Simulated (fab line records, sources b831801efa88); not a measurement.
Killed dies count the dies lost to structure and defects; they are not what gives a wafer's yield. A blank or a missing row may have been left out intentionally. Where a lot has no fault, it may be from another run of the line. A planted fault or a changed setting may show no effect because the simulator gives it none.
fab line records | flow sky130
record: lots: 24 wafers: 72 lastDay: 50
route steps=708 shown FIELD_ISO@15 VT_ADJUST_HVTP@93 VT_ADJUST_LVTN@115 POLY_GATE@231 LOCAL_INTERCONNECT@388 METAL1@436
lots untouched by any fault: they come from a run of this same line in which no faults occurred
startH: start of the lot's first displayed wafer, in hours after the record's first day | waitH: how many hours have passed since the lot's step before this one | " the same as in the row above | L1.1+2: one row covering several wafers at once | - no value, or no start was given | * or withheld: withheld | < > ~ a bound
route shown NAME@n: NAME is a module with steps in the file, n the number in the route of the first one | usual: mean/standard deviation taken from wafers without a fault | same: alike in all rows | chamber/n: place in a boat | sites: per-site readings | _std_site: standard deviation across them | _edge_site: mean of outer sites minus mean of inner sites | radiusMm: for every site, how far away it sits from the centre of the wafer | mask NAME#n: copy n | behind: the most recent tool/chamber to have shaped the wafer | hold: reason for holding the lot/hours on hold/outcome of the hold | device: names the non-switching transistor (n, p or np) | end of line: the same wafers' tests at the end of the route | a step without rows: its recipe alone | killed: dies that structure and defects cost at the first sort, which is not the same as the wafer's yield | map: shows each die of a wafer: x if killed, . if not, _ if none is there
set.NAME: the setting as run; set.NAME@STEP: as run at that earlier step | model.NAME: the simulator's own value behind a step, which no gauge read
the route's steps for a sample of lots (tables are steps, rows are wafers)
services: a tool's chamber out of use, with start hour (startH, from the record's first day; less than 0 if before it), hours out, and reason
== steps ==
step: SKY_FIELD_ISO_ETCH_14
recipe: chemistry: N2/H2 target: BARC ionEnergyEv: 200 sourceW: 500 biasW: 100 pressureMtorr: 30 n2FlowSccm: 100 h2FlowSccm: 200 stopOn: SiO2 timeS: 45.9 targetDepthA: 600
usual: drypumpMotorCurrentA: 5.93/0.28 n2FlowSccm: 99.99/0.28 oesProductAu: 0.855/0.0041 throttleValvePct: 13.225/0.0099
columns lot.wafer tool chamber startH waitH drypumpMotorCurrentA n2FlowSccm oesProductAu rfHoursCounterH throttleValvePct
L074.2 rieDiel-01 1 30.52 0.1 6.00 99.80 0.863 3 13.214
L074.4 " 3 " " 5.47 99.75 0.856 169 13.232
L074.6 " 1 " " 6.01 100.10 0.854 - 13.210
L075.2 rieDiel-04 3 34.82 0.1 5.60 99.72 0.858 124 13.223
L075.4 " 2 " " 5.64 100.35 0.850 74 13.221
L075.6 " 1 " " 6.14 100.00 0.855 - 13.235
L076.2 rieDiel-02 0 38.52 0.1 6.08 100.42 0.851 111 13.235
L076.3 " 2 " " 6.12 99.74 0.854 145 13.229
L076.5 " 3 " " 5.78 100.08 0.852 - 13.218
L077.1 rieDiel-02 1 43.70 0.1 6.37 99.94 0.854 41 13.243
L077.3 " 2 " " 6.11 100.31 0.855 145 13.196
L077.5 " 0 " " 6.11 99.84 0.848 - 13.232
L078.1 rieDiel-02 3 50.61 0.1 5.81 99.80 0.854 104 13.213
L078.4 " 0 " " 6.10 99.62 0.852 112 13.228
L078.6 " 0 " " 6.13 100.11 0.861 - 13.228
L079.2 rieDiel-04 0 55.16 0.1 5.97 99.87 0.855 1 13.223
L079.3 " 3 " " 5.59 100.28 0.857 125 13.217
L079.6 " 2 " " 5.67 99.92 0.855 - 13.242
L080.1 rieDiel-04 2 59.11 0.1 5.69 99.98 0.855 75 13.221
L080.4 " 0 " " 6.06 99.68 0.856 1 13.226
L080.5 " 0 " " 6.05 99.83 0.862 - 13.248
L081.3 rieDiel-01 3 65.75 0.1 5.47 99.97 0.857 169 13.228
L081.5 " 1 " " 6.00 99.92 0.858 - 13.209
L081.6 " 0 " " 5.58 100.26 0.855 - 13.234
L082.1 rieDiel-04 0 69.76 0.1 5.98 99.60 0.853 1 13.208
L082.2 " 3 " " 5.61 99.42 0.851 125 13.225
L082.4 " 2 " " 5.65 100.26 0.854 - 13.235
L083.2 rieDiel-01 3 75.76 0.1 5.45 99.72 0.863 170 13.226
L083.4 " 2 " " 6.30 100.22 0.852 132 13.229
L083.5 " 0 " " 5.58 100.09 0.853 - 13.237
L084.3 rieDiel-04 3 81.00 0.1 5.64 100.33 0.861 125 13.237
L084.4 " 1 " " 6.17 100.55 0.853 157 13.217
L084.5 " 2 " " 5.66 99.82 0.859 - 13.219
L085.2 rieDiel-01 2 87.41 0.1 6.31 100.32 0.860 132 13.229
L085.3 " 1 " " 6.00 100.47 0.847 4 13.216
L085.4 " 2 " " 6.30 100.19 0.858 - 13.227
L086.1 rieDiel-04 0 91.00 0.1 6.01 100.03 0.859 1 13.241
L086.2 " 3 " " 5.58 100.22 0.863 125 13.230
L086.3 " 1 " " 6.16 99.62 0.861 158 13.219
L087.2 rieDiel-02 0 96.75 0.1 6.12 100.45 0.852 113 13.228
L087.4 " 2 " " 6.10 100.10 0.849 146 13.231
L087.6 " 3 " " 5.77 99.90 0.856 - 13.232
L088.3 rieDiel-04 0 102.70 0.1 5.97 99.91 0.859 2 13.243
L088.4 " 1 " " 6.18 100.11 0.856 158 13.222
L088.6 " 1 " " 6.17 100.29 0.849 - 13.216
L089.1 rieDiel-01 3 107.45 0.1 5.43 100.09 0.856 0 13.229
L089.4 " 0 " " 5.59 99.98 0.852 158 13.221
L089.5 " 0 " " 5.60 99.52 0.857 - 13.211
L090.2 rieDiel-02 1 112.56 0.1 6.41 100.04 0.858 42 13.224
L090.3 " 3 " " 5.78 99.92 0.854 105 13.226
L090.4 " 0 " " 6.10 99.99 0.857 113 13.229
L091.1 rieDiel-02 3 117.15 0.1 5.78 99.78 0.846 105 13.210
L091.2 " 2 " " 6.08 99.61 0.850 146 13.224
L091.6 " 3 " " 5.78 99.88 0.860 - 13.224
L092.1 rieDiel-04 3 123.16 0.1 5.58 99.54 0.853 126 13.232
L092.3 " 2 " " 5.68 100.44 0.852 76 13.240
L092.6 " 0 " " 6.04 100.26 0.857 - 13.209
L093.1 rieDiel-02 0 126.76 0.1 6.11 99.86 0.854 113 13.237
L093.2 " 3 " " 5.78 99.75 0.846 105 13.218
L093.4 " 2 " " 6.07 100.47 0.857 147 13.214
L094.2 rieDiel-01 0 133.21 0.1 5.55 99.82 0.856 158 13.216
L094.5 " 2 " " 6.32 100.06 0.859 - 13.230
L094.6 " 3 " " 5.41 99.83 0.863 - 13.200
L095.3 rieDiel-01 3 139.40 0.1 5.46 99.68 0.857 1 13.220
L095.4 " 1 " " 5.98 99.72 0.862 - 13.234
L095.5 " 2 " " 6.30 100.31 0.853 - 13.242
L096.1 rieDiel-01 1 143.76 0.1 5.98 100.02 0.857 5 13.233
L096.4 " 1 " " 5.99 99.84 0.856 - 13.234
L096.6 " 3 " " 5.45 100.30 0.853 - 13.235
L097.2 rieDiel-02 3 148.90 0.1 5.78 100.24 0.859 106 13.212
L097.5 " 1 " " 6.40 99.86 0.847 - 13.244
L097.6 " 0 " " 6.11 100.19 0.862 - 13.225
step: SKY_VT_ADJUST_HVTP_OVL_MEAS_08
usual: VT_ADJUST_HVTP_OVL: -1.4/1.5
columns lot.wafer tool chamber startH waitH VT_ADJUST_HVTP_OVL[nm]
L074.2 overlay-02 - 126.42 0.1 -5.1
L074.4 " - " " -4.8
L074.6 " - " " -3.1
L075.2 overlay-02 - 131.02 0.1 -2.0
L075.4 " - " " -4.3
L075.6 " - " " -2.3
L076.2 overlay-01 - 133.05 0.1 -0.6
L076.3 " - " " 0.3
L076.5 " - " " 0.2
L077.1 overlay-02 - 139.70 0.1 -0.5
L077.3 " - " " -3.3
L077.5 " - " " -2.5
L078.1 overlay-01 - 148.56 0.1 0.2
L078.4 " - " " -0.1
L078.6 " - " " 0.6
L079.2 overlay-02 - 153.07 0.1 0.4
L079.3 " - " " -2.0
L079.6 " - " " -1.3
L080.1 overlay-02 - 159.10 0.1 -1.3
L080.4 " - " " -1.5
L080.5 " - " " -1.4
L081.3 overlay-02 - 165.82 0.1 0.1
L081.5 " - " " -0.5
L081.6 " - " " -1.1
L082.1 overlay-02 - 172.41 0.1 -2.7
L082.2 " - " " -1.4
L082.4 " - " " -2.8
L083.2 overlay-02 - 178.65 0.1 -4.0
L083.4 " - " " -2.8
L083.5 " - " " -2.3
L084.3 overlay-02 - 182.83 0.1 -4.8
L084.4 " - " " -2.7
L084.5 " - " " -3.8
L085.2 overlay-02 - 190.92 0.1 -0.5
L085.3 " - " " 2.9
L085.4 " - " " 1.0
L086.1 overlay-01 - 196.56 0.1 -3.2
L086.2 " - " " -1.7
L086.3 " - " " -3.7
L087.2 overlay-01 - 202.32 0.1 -0.7
L087.4 " - " " -0.2
L087.6 " - " " -2.0
L088.3 overlay-02 - 209.78 0.1 -0.4
L088.4 " - " " 0.2
L088.6 " - " " -1.6
L089.1 overlay-02 - 218.81 0.1 0.4
L089.4 " - " " -1.8
L089.5 " - " " -2.7
L090.2 overlay-02 - 226.72 0.1 -1.0
L090.3 " - " " -2.5
L090.4 " - " " -3.2
L091.1 overlay-02 - 230.80 0.1 -1.0
L091.2 " - " " -0.7
L091.6 " - " " -0.4
L092.1 overlay-01 - 235.61 0.1 -1.6
L092.3 " - " " -1.0
L092.6 " - " " -2.4
L093.1 overlay-01 - 244.71 0.1 -1.2
L093.2 " - " " 1.5
L093.4 " - " " -1.0
L094.2 overlay-02 - 252.10 0.1 -0.5
L094.5 " - " " -1.0
L094.6 " - " " 0.3
L095.3 overlay-01 - 253.68 0.1 -3.9
L095.4 " - " " -1.0
L095.5 " - " " 0.3
L096.1 overlay-02 - 262.41 0.1 -2.6
L096.4 " - " " -2.3
L096.6 " - " " -1.8
L097.2 overlay-01 - 267.82 0.1 0.3
L097.5 " - " " -0.8
L097.6 " - " " -2.1
step: SKY_VT_ADJUST_LVTN_OVL_MEAS_18
usual: VT_ADJUST_LVTN_01_OVL: 0.4/1.7
columns lot.wafer tool chamber startH waitH VT_ADJUST_LVTN_01_OVL[nm]
L074.2 overlay-02 - 164.53 0.1 -1.2
L074.4 " - " " -0.2
L074.6 " - " " -1.5
L075.2 overlay-02 - 169.89 0.1 0.1
L075.4 " - " " 0.9
L075.6 " - " " -1.5
L076.2 overlay-02 - 173.23 0.1 1.3
L076.3 " - " " -0.1
L076.5 " - " " 1.1
L077.1 overlay-01 - 179.23 0.1 1.4
L077.3 " - " " 0.9
L077.5 " - " " 0.8
L078.1 overlay-02 - 189.49 0.1 0.7
L078.4 " - " " 0.9
L078.6 " - " " -0.2
L079.2 overlay-01 - 195.55 0.1 1.1
L079.3 " - " " -0.9
L079.6 " - " " 0.6
L080.1 overlay-02 - 200.73 0.1 2.8
L080.4 " - " " 1.7
L080.5 " - " " 2.0
L081.3 overlay-01 - 208.39 0.1 1.2
L081.5 " - " " -0.3
L081.6 " - " " -0.6
L082.1 overlay-01 - 215.28 0.1 1.0
L082.2 " - " " 2.4
L082.4 " - " " 2.9
L083.2 overlay-02 - 221.84 0.1 0.7
L083.4 " - " " 1.3
L083.5 " - " " 1.2
L084.3 overlay-01 - 226.74 0.1 3.5
L084.4 " - " " 3.0
L084.5 " - " " 3.4
L085.2 overlay-02 - 233.74 0.1 -1.0
L085.3 " - " " -1.9
L085.4 " - " " -0.8
L086.1 overlay-02 - 240.98 0.1 -3.1
L086.2 " - " " -2.8
L086.3 " - " " -3.2
L087.2 overlay-01 - 245.79 0.1 -0.4
L087.4 " - " " -0.6
L087.6 " - " " 1.0
L088.3 overlay-01 - 255.24 0.1 0.2
L088.4 " - " " -1.3
L088.6 " - " " -0.2
L089.1 overlay-02 - 264.74 0.1 0.1
L089.4 " - " " 0.2
L089.5 " - " " 1.6
L090.2 overlay-01 - 273.54 0.1 -0.7
L090.3 " - " " 2.4
L090.4 " - " " 0.7
L091.1 overlay-01 - 278.43 0.1 -1.0
L091.2 " - " " -3.0
L091.6 " - " " -0.9
L092.1 overlay-01 - 284.63 0.1 3.0
L092.3 " - " " 3.5
L092.6 " - " " 1.2
L093.1 overlay-02 - 294.48 0.1 -2.6
L093.2 " - " " -2.1
L093.4 " - " " -1.7
L094.2 overlay-01 - 301.14 0.1 0.3
L094.5 " - " " 1.1
L094.6 " - " " 2.2
L095.3 overlay-01 - 303.69 0.1 0.8
L095.4 " - " " 4.2
L095.5 " - " " 0.3
L096.1 overlay-02 - 312.98 0.1 1.2
L096.4 " - " " 1.3
L096.6 " - " " 1.4
L097.2 overlay-01 - 318.04 0.1 0.0
L097.5 " - " " 0.3
L097.6 " - " " 0.1
step: SKY_POLY_GATE_ETCH_17
recipe: targetDepthNm: 180 stopOn: SiO2 overEtchFrac: 0.56667 chemistry: HBr/Cl2 target: poly-Si icpW: 400 biasW: 100 pressureMtorr: 10 HBr_flow_sccm: 150 Cl2_flow_sccm: 50 timeS: 70.5
usual: drypumpMotorCurrentA: 5.7/0.33 heBacksideLeakSccm: 2.62/0.28 oesProductAu: 0.986/0.0067 throttleValvePct: 33.684/0.0092
columns lot.wafer tool chamber startH waitH drypumpMotorCurrentA heBacksideLeakSccm oesProductAu rfHoursCounterH throttleValvePct
L074.2 rieSi-01 3 371.03 0.0 5.2 2.99 0.986 81 33.688
L074.4 " 1 " " 5.9 2.63 0.984 3 33.676
L074.6 " 1 " " 5.8 2.57 0.983 - 33.694
L075.2 rieSi-01 0 377.47 0.0 6.0 2.72 0.986 1 33.685
L075.4 " 3 " " 5.2 2.86 0.986 81 33.691
L075.6 " 1 " " 5.8 2.65 0.983 - 33.688
L076.2 rieSi-01 1 383.08 0.0 5.9 2.59 0.991 3 33.695
L076.3 " 2 " " 5.8 2.69 1.001 1 33.682
L076.5 " 1 " " 5.9 2.54 0.976 - 33.689
L077.1 rieSi-02 2 390.58 0.0 5.4 2.58 0.989 0 33.668
L077.3 " 0 " " 6.0 2.36 0.990 1 33.687
L077.5 " 3 " " 6.1 2.51 0.986 - 33.682
L078.1 rieSi-02 2 404.76 0.0 5.4 2.41 0.988 1 33.677
L078.4 " 3 " " 6.2 2.50 0.982 - 33.690
L078.6 " 0 " " 6.0 2.44 0.993 - 33.683
L079.2 rieSi-02 3 411.52 0.0 6.1 2.36 0.982 7 33.709
L079.3 " 0 " " 6.0 2.72 0.986 1 33.696
L079.6 " 3 " " 6.1 2.35 0.988 - 33.682
L080.1 rieSi-02 0 417.37 0.0 6.0 2.59 0.994 1 33.685
L080.4 " 0 " " 5.9 2.54 0.985 - 33.680
L080.5 " 2 " " 5.3 2.30 0.988 - 33.689
L081.3 rieSi-02 0 432.12 0.0 6.0 2.45 0.989 1 33.679
L081.5 " 2 " " 5.4 2.55 0.978 - 33.688
L081.6 " 3 " " 6.1 2.47 0.984 - 33.689
L082.1 rieSi-01 3 441.72 0.0 5.2 2.77 0.982 0 33.676
L082.2 " 2 " " 5.8 2.63 0.981 2 33.689
L082.4 " 1 " " 5.9 2.51 0.978 4 33.691
L083.2 rieSi-01 1 449.12 0.0 5.8 2.55 0.988 4 33.697
L083.4 " 2 " " 5.8 2.73 0.996 2 33.688
L083.5 " 0 " " 6.0 2.78 0.981 - 33.683
L084.3 rieSi-02 1 460.26 0.0 5.3 2.58 0.985 0 33.687
L084.4 " 1 " " 5.4 2.60 0.973 - 33.685
L084.5 " 3 " " 6.1 2.48 0.977 - 33.671
L085.2 rieSi-02 3 468.81 0.0 6.2 2.48 0.987 8 33.696
L085.3 " 1 " " 5.4 2.43 0.981 0 33.687
L085.4 " 0 " " 6.0 2.32 0.985 1 33.677
L086.1 rieSi-02 3 475.11 0.0 6.1 2.51 0.979 8 33.676
L086.2 " 2 " " 5.4 2.41 0.990 1 33.693
L086.3 " 0 " " 6.0 2.85 0.984 1 33.675
L087.2 rieSi-01 3 483.21 0.0 5.2 2.71 0.976 1 33.692
L087.4 " 3 " " 5.2 2.69 0.980 - 33.681
L087.6 " 2 " " 5.8 2.65 0.976 - 33.690
L088.3 rieSi-02 1 493.92 0.0 5.4 2.70 0.979 0 33.677
L088.4 " 0 " " 6.0 2.37 0.978 1 33.689
L088.6 " 0 " " 6.0 2.41 0.983 - 33.677
L089.1 rieSi-01 1 503.92 0.0 5.8 2.63 0.979 4 33.674
L089.4 " 0 " " 6.0 2.87 0.996 2 33.673
L089.5 " 2 " " 5.8 2.78 0.988 - 33.675
L090.2 rieSi-02 3 517.27 0.0 6.1 2.34 0.979 8 33.695
L090.3 " 1 " " 5.3 2.44 0.974 1 33.691
L090.4 " 0 " " 6.0 2.43 0.979 1 33.684
L091.1 rieSi-01 3 520.42 0.0 5.2 2.64 0.987 1 33.684
L091.2 " 2 " " 5.8 2.69 0.988 2 33.678
L091.6 " 1 " " 5.8 2.51 0.976 - 33.668
L092.1 rieSi-02 1 528.87 0.0 5.4 2.66 0.983 1 33.685
L092.3 " 2 " " 5.4 2.37 0.995 1 33.681
L092.6 " 3 " " 6.1 2.50 0.995 - 33.684
L093.1 rieSi-01 3 542.47 0.0 5.2 3.83 0.977 1 33.671
L093.2 " 0 " " 6.0 3.08 0.987 2 33.695
L093.4 " 2 " " 5.8 2.77 0.989 2 33.682
L094.2 rieSi-02 2 546.76 0.0 5.4 2.48 0.985 1 33.689
L094.5 " 2 " " 5.4 2.35 1.000 - 33.669
L094.6 " 1 " " 5.4 2.73 0.993 - 33.673
L095.3 rieSi-01 3 558.36 0.0 5.2 2.71 0.986 1 33.677
L095.4 " 0 " " 6.0 2.83 0.978 3 33.677
L095.5 " 1 " " 5.8 2.49 0.977 - 33.701
L096.1 rieSi-02 1 567.16 0.0 5.4 2.80 1.002 1 33.687
L096.4 " 2 " " 5.4 2.29 0.999 2 33.672
L096.6 " 2 " " 5.4 2.39 1.010 - 33.699
L097.2 rieSi-01 0 573.42 0.0 6.0 2.80 0.987 3 33.703
L097.5 " 3 " " 5.2 2.79 0.983 - 33.673
L097.6 " 0 " " 6.0 2.81 0.988 - 33.674
step: SKY_LOCAL_INTERCONNECT_RS_MEAS_01
recipe: thkMeasGauge: four-point-probe reads: TiN_of_LOCAL_INTERCONNECT_SPUTTER_00
usual: LOCAL_INTERCONNECT_TIN_RS: 14.13/0.14
columns lot.wafer tool chamber startH waitH LOCAL_INTERCONNECT_TIN_RS[ohm/sq]
L074.2 filmMetro-01 - 678.18 0.1 13.99
L074.4 " - " " 13.84
L074.6 " - " " 13.83
L075.2 filmMetro-03 - 688.08 0.1 14.22
L075.4 " - " " 14.31
L075.6 " - " " 14.31
L076.2 filmMetro-01 - 690.50 0.1 13.92
L076.3 " - " " 14.04
L076.5 " - " " 14.06
L077.1 filmMetro-03 - 699.22 0.0 14.21
L077.3 " - " " 14.26
L077.5 " - " " 14.29
L078.1 filmMetro-03 - 710.31 0.0 13.93
L078.4 " - " " 14.03
L078.6 " - " " 14.01
L079.2 filmMetro-01 - 714.53 0.1 14.34
L079.3 " - " " 14.36
L079.6 " - " " 14.43
L080.1 filmMetro-04 - 723.56 0.0 14.10
L080.4 " - " " 14.22
L080.5 " - " " 14.03
L081.3 filmMetro-01 - 736.20 0.1 14.13
L081.5 " - " " 14.19
L081.6 " - " " 14.05
L082.1 filmMetro-04 - 743.02 0.0 14.24
L082.2 " - " " 14.16
L082.4 " - " " 14.10
L083.2 filmMetro-01 - 753.66 0.1 14.02
L083.4 " - " " 14.11
L083.5 " - " " 14.05
L084.3 filmMetro-01 - 760.17 0.1 13.96
L084.4 " - " " 13.95
L084.5 " - " " 14.04
L085.2 filmMetro-01 - 769.80 0.1 14.03
L085.3 " - " " 14.13
L085.4 " - " " 13.97
L086.1 filmMetro-01 - 773.86 0.0 14.21
L086.2 " - " " 14.18
L086.3 " - " " 13.96
L087.2 filmMetro-03 - 781.83 0.1 14.10
L087.4 " - " " 14.20
L087.6 " - " " 14.17
L088.3 filmMetro-01 - 787.80 0.1 14.08
L088.4 " - " " 13.96
L088.6 " - " " 14.07
L089.1 filmMetro-04 - 797.53 0.0 14.09
L089.4 " - " " 14.01
L089.5 " - " " 14.23
L090.2 filmMetro-04 - 809.58 0.1 14.08
L090.3 " - " " 14.19
L090.4 " - " " 14.13
L091.1 filmMetro-01 - 813.28 0.0 14.03
L091.2 " - " " 14.18
L091.6 " - " " 14.18
L092.1 filmMetro-01 - 819.38 0.0 14.11
L092.3 " - " " 14.09
L092.6 " - " " 14.05
L093.1 filmMetro-04 - 831.08 0.0 14.29
L093.2 " - " " 14.23
L093.4 " - " " 14.36
L094.2 filmMetro-04 - 836.62 0.1 14.35
L094.5 " - " " 14.32
L094.6 " - " " 14.44
L095.3 filmMetro-04 - 848.95 0.1 14.21
L095.4 " - " " 13.93
L095.5 " - " " 14.12
L096.1 filmMetro-04 - 853.43 0.0 14.19
L096.4 " - " " 14.17
L096.6 " - " " 14.13
L097.2 filmMetro-03 - 857.77 0.1 14.09
L097.5 " - " " 14.11
L097.6 " - " " 14.12
step: SKY_METAL1_SPUTTER_02
recipe: material: AlCu targetThkNm: 250 powerW: 10600 timeS: 13.3 chamberPressurePa: 0.4
usual: throttleValvePct: 29.7/0.89
columns lot.wafer tool chamber startH waitH throttleValvePct
L074.2 pvdSputter-04 - 737.10 0.0 30.0
L074.4 " - " " 30.5
L074.6 " - " " 30.4
L075.2 pvdSputter-01 - 747.85 0.0 27.9
L075.4 " - " " 30.7
L075.6 " - " " 29.8
L076.2 pvdSputter-04 - 748.46 0.0 30.6
L076.3 " - " " 30.2
L076.5 " - " " 29.0
L077.1 pvdSputter-02 - 757.04 0.0 30.8
L077.3 " - " " 30.4
L077.5 " - " " 30.0
L078.1 pvdSputter-02 - 768.76 0.0 30.3
L078.4 " - " " 30.0
L078.6 " - " " 29.8
L079.2 pvdSputter-04 - 772.76 0.0 30.6
L079.3 " - " " 30.1
L079.6 " - " " 29.9
L080.1 pvdSputter-04 - 782.10 0.0 30.6
L080.4 " - " " 30.2
L080.5 " - " " 30.4
L081.3 pvdSputter-04 - 792.72 0.0 30.7
L081.5 " - " " 29.2
L081.6 " - " " 30.7
L082.1 pvdSputter-01 - 799.49 0.0 27.9
L082.2 " - " " 29.7
L082.4 " - " " 28.8
L083.2 pvdSputter-02 - 809.86 0.0 30.3
L083.4 " - " " 29.9
L083.5 " - " " 29.9
L084.3 pvdSputter-01 - 814.86 0.0 27.8
L084.4 " - " " 29.0
L084.5 " - " " 29.0
L085.2 pvdSputter-01 - 826.91 0.0 30.7
L085.3 " - " " 27.8
L085.4 " - " " 29.1
L086.1 pvdSputter-04 - 829.84 0.0 30.2
L086.2 " - " " 30.5
L086.3 " - " " 28.8
L087.2 pvdSputter-01 - 837.15 0.0 30.6
L087.4 " - " " 29.2
L087.6 " - " " 30.8
L088.3 pvdSputter-01 - 843.74 0.0 30.8
L088.4 " - " " 29.7
L088.6 " - " " 28.0
L089.1 pvdSputter-02 - 854.47 0.0 30.2
L089.4 " - " " 30.9
L089.5 " - " " 29.9
L090.2 pvdSputter-01 - 864.66 0.0 29.6
L090.3 " - " " 30.8
L090.4 " - " " 29.3
L091.1 pvdSputter-04 - 868.16 0.0 30.6
L091.2 " - " " 30.7
L091.6 " - " " 29.2
L092.1 pvdSputter-01 - 875.02 0.0 27.7
L092.3 " - " " 29.6
L092.6 " - " " 29.6
L093.1 pvdSputter-01 - 885.96 0.0 27.9
L093.2 " - " " 30.9
L093.4 " - " " 29.2
L094.2 pvdSputter-04 - 890.81 0.0 30.6
L094.5 " - " " 30.0
L094.6 " - " " 30.3
L095.3 pvdSputter-01 - 904.26 0.0 29.0
L095.4 " - " " 30.6
L095.5 " - " " 29.9
L096.1 pvdSputter-04 - 908.33 0.0 29.1
L096.4 " - " " 30.5
L096.6 " - " " 29.0
L097.2 pvdSputter-01 - 912.80 0.0 27.6
L097.5 " - " " 29.3
L097.6 " - " " 29.6
== services ==
columns tool chamber startH hours kind
rieSi-02 3 16.19 3.2 repair
rieSi-01 - 24.35 14.6 pm
pvdSputter-01 - 36.28 0.5 repair
pvdSputter-01 - 37.29 110.0 repair
rieSi-02 1 37.82 5.5 repair
pvdSputter-01 - 152.42 6.6 repair
rieSi-02 0 265.88 11.7 repair
rieSi-01 - 266.76 0.7 repair
rieSi-01 3 268.76 5.6 repair
rieSi-01 1 298.50 10.3 repair
rieSi-02 3 305.41 4.0 repair
pvdSputter-01 - 315.54 1.1 repair
pvdSputter-01 - 409.09 7.5 repair
rieSi-02 - 425.62 2.8 pm
rieSi-02 0 440.60 22.1 repair
rieSi-02 3 453.63 6.6 repair
rieSi-02 2 531.09 3.2 repair
rieSi-02 1 570.35 5.5 repair
rieSi-02 - 623.65 0.4 repair
rieSi-02 2 651.56 2.9 repair
rieSi-02 3 674.97 10.8 repair
rieSi-02 1 728.29 5.5 repair
rieSi-02 0 733.35 12.2 repair
rieSi-02 1 868.18 2.9 repair
== key ==
fault none
